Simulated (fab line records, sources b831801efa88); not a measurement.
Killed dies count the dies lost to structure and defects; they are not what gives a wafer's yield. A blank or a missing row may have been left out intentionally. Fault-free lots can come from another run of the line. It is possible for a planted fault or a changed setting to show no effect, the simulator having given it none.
The tool behind it: which one? -- flow sky130 -- Sampling: 11 lots, 33 wafers, 4 of 708 route steps

== WHAT THE GAUGES SHOWED, per wafer ==
SKY_SPACER_THK_MEAS_01. Usual: SPACER_CVD_00_THK gives 43.0 nm (standard deviation 0.36).
lot,measured,on,SPACER_CVD_00_THK (nm),flag
L943,day 23 06:56,film metro-04,42.4 42.7 42.5,
L946,day 24 04:04,film metro-02,42.8 42.6 42.8,
L947,day 24 11:18,film metro-03,42.9 43.1 42.9,
L948,day 24 22:51,film metro-03,43.4 42.9 43.4,
L950,day 25 19:02,film metro-03,43.0 43.2 43.3,
L951,day 26 03:59,film metro-03,43.1 43.2 43.0,
L952,day 26 06:13,film metro-02,43.3 43.1 43.4,
L956,day 27 12:35,film metro-03,47.8 47.8 47.7,OFF
L957,day 27 23:25,film metro-04,47.6 48.0 47.5,OFF
L965,day 30 13:08,film metro-04,43.4 42.8 42.9,
L966,day 30 21:47,film metro-03,43.3 42.9 43.2,

SKY_SD_N_RS_MEAS_16: measures by four-point-probe. Usual: SD_N_RS gives 68.58 ohm/sq (standard deviation 0.12).
lot,measured,on,SD_N_RS (ohm/sq),flag
L943,day 28 05:13,film metro-04,68.50 68.35 68.49,
L946,day 29 00:37,film metro-01,68.58 68.58 68.57,
L947,day 29 09:21,film metro-04,68.54 68.60 68.53,
L948,day 29 18:49,film metro-01,68.45 68.68 68.67,
L950,day 30 15:27,film metro-03,68.60 68.65 68.62,
L951,day 30 22:18,film metro-04,68.63 68.39 68.47,
L952,day 30 23:11,film metro-01,68.64 68.74 68.74,
L956,day 32 05:12,film metro-03,68.55 68.41 68.44,
L957,day 32 14:52,film metro-01,68.35 68.36 68.56,
L965,day 35 02:10,film metro-03,68.82 68.65 68.72,
L966,day 35 09:26,film metro-04,68.47 68.40 68.26,

== EACH LOT AND THE TOOL THAT RAN IT (in order: tool; ch and the chambers of the sampled wafers; start) ==
lot,SKY_SPACER_CVD_00,SKY_SPACER_ETCHBACK_02
L943,"lpcvd-02 ch 0, day 23 05:44","rie diel-02 ch 0,1,2, day 23 07:00"
L946,"lpcvd-02 ch 1, day 24 02:52","rie diel-01 ch 1,2,3, day 24 04:07"
L947,"lpcvd-02 ch 1, day 24 10:05","rie diel-03 ch 0,2,3, day 24 11:21"
L948,"lpcvd-02 ch 0, day 24 21:37","rie diel-01 ch 0,2,3, day 24 22:53"
L950,"lpcvd-02 ch 0, day 25 17:50","rie diel-02 ch 0,1,3, day 25 19:05"
L951,"lpcvd-02 ch 0, day 26 02:46","rie diel-01 ch 0,3, day 26 04:02"
L952,"lpcvd-02 ch 0, day 26 05:01","rie diel-03 ch 1,3, day 26 06:17"
L956,"lpcvd-02 ch 0, day 27 11:22","rie diel-02 ch 2,3, day 27 12:38"
L957,"lpcvd-02 ch 0, day 27 22:13","rie diel-01 ch 0,2,3, day 27 23:29"
L965,"lpcvd-02 ch 1, day 30 11:55","rie diel-03 ch 0,1,3, day 30 13:10"
L966,"lpcvd-02 ch 1, day 30 20:35","rie diel-03 ch 0,3, day 30 21:51"
- SKY_SPACER_CVD_00: deposits Si3N4 from DCS/NH3, target thk 43.1 nm, time 740 s.
- SKY_SPACER_ETCHBACK_02: etches Si3N4 in CH3F/O2, stops on SiO2, time 46.7 s, target depth 45 nm.

== AS READ BY THE TOOLS THEMSELVES (means over the sampled wafers that have a number; for cases with no such wafer, the mark the record gives instead) ==
SKY_SPACER_CVD_00. Usual: zone power upper pct at 13.1 %, with a standard deviation of 1.
lot,tool,zone power upper pct (%),flag
L943,lpcvd-02,14.4,
L946,lpcvd-02,12.4,
L947,lpcvd-02,12.4,
L948,lpcvd-02,14.4,
L950,lpcvd-02,14.4,
L951,lpcvd-02,14.4,
L952,lpcvd-02,14.4,
L956,lpcvd-02,14.4,
L957,lpcvd-02,14.4,
L965,lpcvd-02,12.3,
L966,lpcvd-02,12.2,

SKY_SPACER_ETCHBACK_02. Usual: drypump motor current A 5.7 A, standard deviation 0.48; oes product au 0.853 a.u., standard deviation 0.0061; rf fwd power W 396.5 W, standard deviation 1.6; throttle valve pct 10.562 %, standard deviation 0.009.
lot,tool,drypump motor current A (A),oes product au (a.u.),rf fwd power W (W),throttle valve pct (%),flag
L943,rie diel-02,5.9,0.848,397.0,10.563,
L946,rie diel-01,5.3,0.853,395.1,10.559,
L947,rie diel-03,6.1,0.854,395.1,10.571,
L948,rie diel-01,5.2,0.859,396.9,10.559,
L950,rie diel-02,5.9,0.851,398.0,10.561,
L951,rie diel-01,5.0,0.850,398.4,10.560,
L952,rie diel-03,6.1,0.851,395.4,10.568,
L956,rie diel-02,5.7,0.908,397.5,10.575,OFF
L957,rie diel-01,5.2,0.902,396.7,10.572,OFF
L965,rie diel-03,6.1,0.851,395.5,10.557,
L966,rie diel-03,6.2,0.852,393.8,10.560,

== THE ANSWER, worked out from the rows above alone ==
Rule: lot off if the mean of its wafers having a number is beyond 3 standard deviations from the usual mean. Also off: a lot with no number at a reading for which 4 or more lots have one. The other lots that the step has rows for count as sound. The gauges are gone through in route order, then the tools' own readings, and for those a lot's mean is taken as printed above. The first step at which some lot is off is used, and at that step the reading that is off furthest; a lot without a number counts as furthest.
Off: at SKY_SPACER_THK_MEAS_01 (SPACER_CVD_00_THK), L956, L957.
If a tool, at a process step before that reading, ran all the lots that are off and no sound lot after the first of them, it fits. Not tried: the gauges at SKY_SPACER_THK_MEAS_01; whatever is off there is also off at SKY_SPACER_ETCHBACK_02, on other tools, and gauge error can't account for it. Of those tried, none fits.

== WHAT HAD BEEN PUT IN BY THE SIMULATOR ==
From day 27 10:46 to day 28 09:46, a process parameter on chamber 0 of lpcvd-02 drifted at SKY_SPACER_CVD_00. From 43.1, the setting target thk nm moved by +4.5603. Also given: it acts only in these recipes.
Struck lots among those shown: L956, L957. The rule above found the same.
